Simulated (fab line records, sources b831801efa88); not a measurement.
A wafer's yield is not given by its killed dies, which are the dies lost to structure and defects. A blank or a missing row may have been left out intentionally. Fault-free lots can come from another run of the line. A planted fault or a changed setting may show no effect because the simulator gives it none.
Struck lot and sound lot, side by side :: flow sfq_line :: 15 out of 325 route steps
Sound: these wafers, L250.1, L250.2, L250.6. Struck: wafers L264.4, L264.5. (L264.2 of the same lot was not struck and is left out.) The cause comes at the end.
At each step with rows: each side's tool, then ch and its chambers, then its first start. Under that, the readings that differ: sound wafers :: struck wafers :: difference of the means :: sigmas: that difference in standard deviations of wafers without a fault.
alike: readings whose means differ by less than 2 such deviations, and words and numbers that are the same on both sides. not compared: withheld readings, readings that some wafer has no value for, bounds like >300 that may hide the same value, and numbers for which the record gives no deviation and whose values overlap.
The two part at a step that has a row with sigmas, a row that says differs or no value, or rows on one side only. When numbers do not overlap yet have no deviation, they are printed without sigmas and do not part them. Lack of a reading on every wafer of one side parts them only where that side has two or more wafers.

SFQ_TRILAYER_L0_BARC_OPEN_METAL_ETCH_010: etches BARC in O2, target depth 125 nm, time 41.7 s.
  sound on rie_metal-02 ch 0,1, day 4 23:31; struck on rie_metal-04 ch 0, day 7 21:07
  alike: chamber_pressure_mTorr, drypump_motor_current_A, oes_product_au, rf_fwd_power_W
  not compared: rf_hours_counter_h
SFQ_TRILAYER_L0_ETCH_METAL_ETCH_008: etches MoNx KI in SF6/O2, stops on SiO2, target depth 50 nm, time 25 s.
  sound on rie_metal-02 ch 0,1, day 4 23:35; struck on rie_metal-04 ch 0, day 7 21:11
  alike: chamber_pressure_mTorr, drypump_motor_current_A, oes_product_au, rf_fwd_power_W
  not compared: rf_hours_counter_h
SFQ_TRILAYER_L0_STRIP_STRIP_009: strips in O2.
  sound on rie_metal-02 ch 0,1, day 4 23:37; struck on rie_metal-04 ch 0, day 7 21:13
reading: oes_product_au (a.u.)
sound: 0.993 0.988 0.998
struck: 1.001 1.020
difference: +0.017
sigmas: +2
  alike: chamber_pressure_mTorr, drypump_motor_current_A
  not compared: rf_hours_counter_h
then, 1 step without rows for these wafers: SFQ_TRILAYER_L0_STRIP_SOLV_CLEAN_010 (cleans in NMP, time 600 s).
SFQ_TRILAYER_L0_CAP_PECVD_011: deposits SiO2 from SiH4/N2O, time 13.333 s, target thk 60 nm.
  sound on pecvd-04 ch 0,1,2, day 5 00:24; struck on pecvd-03 ch 1,2, day 7 22:00
  alike: heater_power_w, throttle_valve_pct
then, 6 steps without rows for these wafers: SFQ_TRILAYER_L0_VIA_LITHO_COAT_018 (resist thk 62 nm); SFQ_TRILAYER_L0_VIA_LITHO_COAT_013 (resist thk 650 nm); SFQ_TRILAYER_L0_VIA_LITHO_SOFTBAKE_017; SFQ_TRILAYER_L0_VIA_LITHO_EXPOSE_014 (exposes mask L0V, target cd 700 nm); SFQ_TRILAYER_L0_VIA_LITHO_PEB_016 (peb time 60 s); SFQ_TRILAYER_L0_VIA_LITHO_DEVELOP_015 (time 60 s).
-- the record jumps here: 3 days lie between the struck wafers' starts before and after --
SFQ_L0V_OVL_MEAS_903:
  struck on overlay-01, day 10 18:20; sound on overlay-02, day 7 02:13
  alike: L0V_OVL
SFQ_TRILAYER_L0_VIA_BARC_OPEN_VIA_ETCH_021: etches BARC in O2, target depth 125 nm, time 41.7 s.
  sound on rie_diel-02 ch 0,2,3, day 7 02:15; struck on rie_diel-03 ch 3, day 10 18:22
reading: rf_fwd_power_W (W)
sound: 493.5 493.9 488.3
struck: 414.5 414.8
difference: -77.2
sigmas: -43

reading: model.KrF_of_TRILAYER_L0_VIA_LITHO_COAT_013.thk_nm (nm)
sound: 576.5 577.5 578.6
struck: 582.2 582.1
difference: +4.6
sigmas: 
  alike: chamber_pressure_mTorr, drypump_motor_current_A, oes_product_au
  not compared: rf_hours_counter_h
SFQ_TRILAYER_L0_VIA_ETCH_VIA_ETCH_016: etches SiO2 in CHF3, stops on MoNx KI, target depth 80 nm.
  sound on rie_diel-02 ch 0,2,3, day 7 02:17; struck on rie_diel-03 ch 3, day 10 18:25
reading: model.KrF_of_TRILAYER_L0_VIA_LITHO_COAT_013.thk_nm (nm)
sound: 562.8 563.7 565.2
struck: 568.4 568.3
difference: +4.4
sigmas: 
  alike: chamber_pressure_mTorr, drypump_motor_current_A, oes_product_au, rf_fwd_power_W
SFQ_TRILAYER_L0_VIA_STRIP_STRIP_017: strips in O2.
  sound on rie_metal-02 ch 1, day 7 02:20; struck on rie_metal-01 ch 1, day 10 18:28
reading: drypump_motor_current_A (A)
sound: 6.25 6.22 6.22
struck: 5.87 5.85
difference: -0.37
sigmas: -2
  alike: chamber_pressure_mTorr, oes_product_au
  not compared: rf_hours_counter_h

== WHERE THEY PART ==
At SFQ_TRILAYER_L0_STRIP_STRIP_009 first; at SFQ_TRILAYER_L0_VIA_STRIP_STRIP_017 last (within this record only).

WHY: what the simulator had put in
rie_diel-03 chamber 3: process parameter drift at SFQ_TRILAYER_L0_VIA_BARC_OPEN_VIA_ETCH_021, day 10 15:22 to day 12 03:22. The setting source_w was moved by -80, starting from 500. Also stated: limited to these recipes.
